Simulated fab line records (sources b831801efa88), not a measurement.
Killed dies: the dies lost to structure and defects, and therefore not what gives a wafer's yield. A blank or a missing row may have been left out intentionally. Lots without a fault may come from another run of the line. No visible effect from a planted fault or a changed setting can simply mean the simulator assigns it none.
Which of the tools did it? + flow gf180mcu + 14 lots, 42 wafers sampled, at 2 steps of a route of 602

== WHAT THE GAUGES READ, wafer by wafer ==
GF_VT_IMPLANT_RS_MEAS_47: measurement is done with a four-point probe.
| lot  | measured     | on            | NWELL_RS (ohm/sq) |
|------|--------------|---------------|-------------------|
| L712 | day 8 07:54  | film metro-02 | 485.3 485.4 484.4 |
| L713 | day 8 17:47  | film metro-04 | 485.4 484.2 483.6 |
| L715 | day 9 07:11  | film metro-03 | 484.2 483.6 482.6 |
| L716 | day 9 13:56  | film metro-04 | 484.0 483.6 484.4 |
| L717 | day 9 19:23  | film metro-04 | 486.3 486.6 487.5 |
| L718 | day 10 03:48 | film metro-03 | 481.5 482.7 482.5 |
| L719 | day 10 10:44 | film metro-04 | 483.6 483.9 483.5 |
| L721 | day 11 01:43 | film metro-03 | 484.1 484.7 485.6 |
| L724 | day 11 20:50 | film metro-04 | 494.1 493.5 494.3 |
| L725 | day 12 03:47 | film metro-03 | 483.8 485.1 484.9 |
| L726 | day 12 14:51 | film metro-03 | 492.4 493.3 493.6 |
| L728 | day 12 23:09 | film metro-04 | 485.6 486.3 486.6 |
| L730 | day 13 14:10 | film metro-03 | 485.9 484.9 486.2 |
| L733 | day 14 09:31 | film metro-04 | 484.4 482.7 482.2 |

== WHAT TOOL EACH LOT RAN ON (gives the tool, then ch and the chambers of the sampled wafers, and finally the start) ==
| lot  | GF_NWELL_IMPLANT_09            |
|------|--------------------------------|
| L712 | implanter-03 ch 0, day 3 10:50 |
| L713 | implanter-03 ch 0, day 3 18:17 |
| L715 | implanter-01 ch 0, day 4 04:57 |
| L716 | implanter-04 ch 0, day 4 10:27 |
| L717 | implanter-01 ch 0, day 4 14:41 |
| L718 | implanter-03 ch 0, day 4 22:13 |
| L719 | implanter-03 ch 0, day 5 02:38 |
| L721 | implanter-04 ch 0, day 5 14:23 |
| L724 | implanter-03 ch 0, day 6 06:06 |
| L725 | implanter-01 ch 0, day 6 11:10 |
| L726 | implanter-03 ch 0, day 6 17:34 |
| L728 | implanter-01 ch 0, day 7 02:04 |
| L730 | implanter-01 ch 0, day 7 15:14 |
| L733 | implanter-01 ch 0, day 8 07:47 |
- GF_NWELL_IMPLANT_09

== AS READ BY THE TOOLS THEMSELVES (means over the sampled wafers that have a number; for cases with no such wafer, the mark the record gives instead) ==
The record holds no such reading with a usual standard deviation.

== THE ANSWER, worked out from the rows above alone ==
Rule: the lots themselves supply what counts as usual. Put in order of their means at a reading, lots are off if they are a third of the lots or fewer, leave a main group of 4 or more, and stand apart from it by a gap of 3 or more times the standard deviation of the main group's means; of several such gaps the widest counts. A main group whose means are all the same, to the digits that the tables above print for the reading, isn't used. A lot without any number at a reading at which 4 lots or more have one is off too. The other lots that the step has rows for count as sound. After the gauges, taken in route order, come the tools' own readings; for these a lot's mean is taken, as printed above. The first step at which some lot is off is used, and at that step the reading that is off furthest; a lot without a number counts as furthest.
Off: at GF_VT_IMPLANT_RS_MEAS_47 (NWELL_RS), L724, L726. The main group has a mean of 484.5 ohm/sq with a standard deviation of 1.3.
A tool fits if, at a process step before that reading, it ran every lot that is off, and no sound lot after the first of them. Gauges at GF_VT_IMPLANT_RS_MEAS_47: tried the same way as those tools. One fits: GF_NWELL_IMPLANT_09 on implanter-03. A fault onset in the window from L719 (day 5 02:38, its last sound lot) to L724 (day 6 06:06, its first lot off) fits.

== WHAT HAD BEEN PUT IN BY THE SIMULATOR ==
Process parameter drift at GF_NWELL_IMPLANT_09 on implanter-03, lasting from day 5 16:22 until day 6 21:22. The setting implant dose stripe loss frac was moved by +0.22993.
Struck lots among those shown: L724, L726. The same result came from the rule above.
